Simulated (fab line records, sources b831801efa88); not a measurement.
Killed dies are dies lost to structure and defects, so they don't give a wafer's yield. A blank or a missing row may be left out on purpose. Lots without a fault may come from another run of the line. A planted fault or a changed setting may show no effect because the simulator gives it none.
A struck lot beside a sound one | flow sky130 | 15 steps out of a route of 708
Sound: wafers L648.2, L648.4, L648.5. Struck: wafers L657.3, L657.4, L657.5. The cause comes at the end.
At each step with rows: each side's tool, then ch and its chambers, then its first start. Under that, the readings that differ: sound wafers | struck wafers | difference of the means | sigmas: that difference in standard deviations of wafers without a fault.
alike: readings whose means differ by less than 2 such deviations, and words and numbers that are the same on both sides. not compared: withheld readings, readings that some wafer has no value for, bounds like >300 that may hide the same value, and numbers for which the record gives no deviation and whose values overlap.
The two part at a step that has a row with sigmas, a row that says differs or no value, or rows on one side only. Numbers that don't overlap but have no deviation are shown without sigmas and don't part them. A reading that every wafer of one side lacks parts them only if that side has two wafers or more.

first, 2 steps without rows for these wafers: SKY_VT_ADJUST_LVTN_PEB_05; SKY_VT_ADJUST_LVTN_DEVELOP_06 (develop time 60 s).
SKY_VT_ADJUST_LVTN_OVL_MEAS_07:
  sound on overlay-02, day 9 23:40; struck on overlay-01, day 12 10:07
  alike: VT_ADJUST_LVTN_OVL
then, 1 step without rows for these wafers: SKY_VT_ADJUST_LVTN_IMPLANT_08.
SKY_VT_ADJUST_LVTN_STRIP_09: strips in O2/N2.
  sound on plasma_asher-02 ch 0,1, day 9 23:50; struck on plasma_asher-02 ch 0,1, day 12 10:20
  alike: drypump_motor_current_A, oes_product_au, strip_time_to_endpoint_s
  not compared: rf_hours_counter_h
SKY_VT_ADJUST_LVTN_TW_MEAS_10:
  sound on film_metro-04, day 9 23:57; struck on film_metro-03, day 12 10:25
  reading           | sound             | struck            | difference | sigmas
  VT_ADJUST_LVTN_TW | 239.9 240.4 241.6 | 243.8 244.8 243.5 | +3.4       | +2
then, 6 steps without rows for these wafers: SKY_VT_ADJUST_LVTN_DEHYDRATE_11 (time 60 s); SKY_VT_ADJUST_LVTN_HMDS_12 (prime time 60 s); SKY_VT_ADJUST_LVTN_COAT_13 (resist thk 1140 nm); SKY_VT_ADJUST_LVTN_SOFTBAKE_14 (time 60 s); SKY_VT_ADJUST_LVTN_EXPOSE_15 (exposes mask HVN STD DERIVED, target cd 600 nm); SKY_VT_ADJUST_LVTN_PEB_16.
SKY_VT_ADJUST_LVTN_DEVELOP_17: develop time 60 s.
  sound on litho_track-01 ch 0, day 10 22:27; struck on litho_track-01 ch 0, day 13 11:13
  reading              | sound             | struck            | difference | sigmas
  developer_temp_C (C) | 22.84 22.95 22.83 | 25.19 25.33 25.47 | +2.46      | +26
  alike: resist_line_temp_C
SKY_VT_ADJUST_LVTN_OVL_MEAS_18:
  sound on overlay-02, day 10 22:35; struck on overlay-02, day 13 11:20
  reading                    | sound         | struck      | difference | sigmas
  VT_ADJUST_LVTN_01_OVL (nm) | 0.5 -1.0 -0.8 | 2.6 1.6 2.3 | +2.6       | +2
SKY_PAD_OPEN_PROBE_99:
  the record has rows for the sound wafers here (prober-02, day 48 18:32) and none for the struck ones

WHERE THEY PART
First at SKY_VT_ADJUST_LVTN_TW_MEAS_10; last, within this record, at SKY_PAD_OPEN_PROBE_99.

WHY: what the simulator had put in
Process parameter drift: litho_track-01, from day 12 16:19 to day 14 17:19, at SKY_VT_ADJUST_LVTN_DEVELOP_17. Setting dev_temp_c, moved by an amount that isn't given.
